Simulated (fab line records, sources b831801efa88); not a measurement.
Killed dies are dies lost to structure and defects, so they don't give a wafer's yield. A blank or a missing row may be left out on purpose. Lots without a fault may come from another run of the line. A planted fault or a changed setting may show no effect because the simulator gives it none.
Which tool did it? | flow gf180mcu | 13 lots, 37 wafers sampled, at 2 steps of a route of 602

WHAT THE GAUGES READ, wafer by wafer
GF_STI_THK_MEAS_30.
lot  | measured    | on            | STI_OXIDATION_02_THK (nm)
L538 | day 3 01:44 | film_metro-04 | 9.72 9.75 9.73
L536 | day 3 01:47 | film_metro-04 | 9.59 9.65 9.62
L541 | day 3 09:07 | film_metro-01 | 10.15 10.16 9.99
L544 | day 3 22:02 | film_metro-01 | 9.86 10.09
L546 | day 4 08:42 | film_metro-02 | 10.16 10.15
L547 | day 4 13:15 | film_metro-02 | 9.96 9.67 9.85
L551 | day 5 11:05 | film_metro-04 | 9.75 9.68 9.51
L553 | day 5 20:11 | film_metro-02 | 9.68 9.82 9.81
L554 | day 6 00:37 | film_metro-02 | 9.90 9.86 9.94
L555 | day 6 05:31 | film_metro-04 | 10.07 9.99 9.87
L556 | day 6 13:28 | film_metro-01 | 10.16 10.30 9.95
L558 | day 6 22:55 | film_metro-02 | 9.78 9.81 9.71
L559 | day 7 03:33 | film_metro-02 | 9.93 10.12 10.06

GF_HV_LDD_OVL_MEAS_08.
lot  | measured     | on         | HV_LDD_OVL (nm)
L538 | day 10 13:44 | overlay-01 | 1.9 0.2 2.8
L536 | day 10 16:07 | overlay-02 | 3.9 3.5 3.3
L541 | day 10 21:43 | overlay-02 | -1.0 -1.4 -0.9
L544 | day 11 16:16 | overlay-02 | 0.7 1.2
L546 | day 12 03:52 | overlay-02 | 0.4 -0.5
L547 | day 12 12:09 | overlay-02 | 1.0 0.9 2.9
L551 | day 13 20:37 | overlay-01 | -0.5 -0.6 0.7
L553 | day 14 09:52 | overlay-01 | 0.8 2.4 -0.2
L554 | day 14 19:37 | overlay-02 | -1.3 2.0 -1.2
L555 | day 14 23:55 | overlay-01 | 0.2 3.1 1.8
L556 | day 15 12:51 | overlay-02 | -2.8 -1.7 -3.5
L558 | day 16 05:04 | overlay-02 | -0.9 1.1 -0.9
L559 | day 16 11:22 | overlay-01 | 0.7 0.5 1.8

WHICH TOOL RAN EACH LOT (tool, then ch and the chambers of the sampled wafers, then the start)
The record holds no process step before these readings.

WHAT THE TOOLS THEMSELVES READ (means of the sampled wafers that have a number; where no wafer has one, the mark that the record gives instead)
The record holds no such reading with a usual standard deviation.

THE ANSWER, worked out from the rows above alone
Rule: what is usual is taken from the lots themselves. Put in order of their means at a reading, lots are off if they are a third of the lots or fewer, leave a main group of 4 or more, and stand apart from it by a gap of 3 or more times the standard deviation of the main group's means; of several such gaps the widest counts. A main group whose means are all the same, to the digits that the tables above print for the reading, isn't used. A lot without any number at a reading at which 4 lots or more have one is off too. The other lots that the step has rows for count as sound. The gauges are gone through in route order, then the tools' own readings, and for those a lot's mean is taken as printed above. The first step at which some lot is off is used, and at that step the reading that is off furthest; a lot without a number counts as furthest.
No lot is off at any reading shown: from this, nothing can be told.

WHAT THE SIMULATOR HAD PUT IN
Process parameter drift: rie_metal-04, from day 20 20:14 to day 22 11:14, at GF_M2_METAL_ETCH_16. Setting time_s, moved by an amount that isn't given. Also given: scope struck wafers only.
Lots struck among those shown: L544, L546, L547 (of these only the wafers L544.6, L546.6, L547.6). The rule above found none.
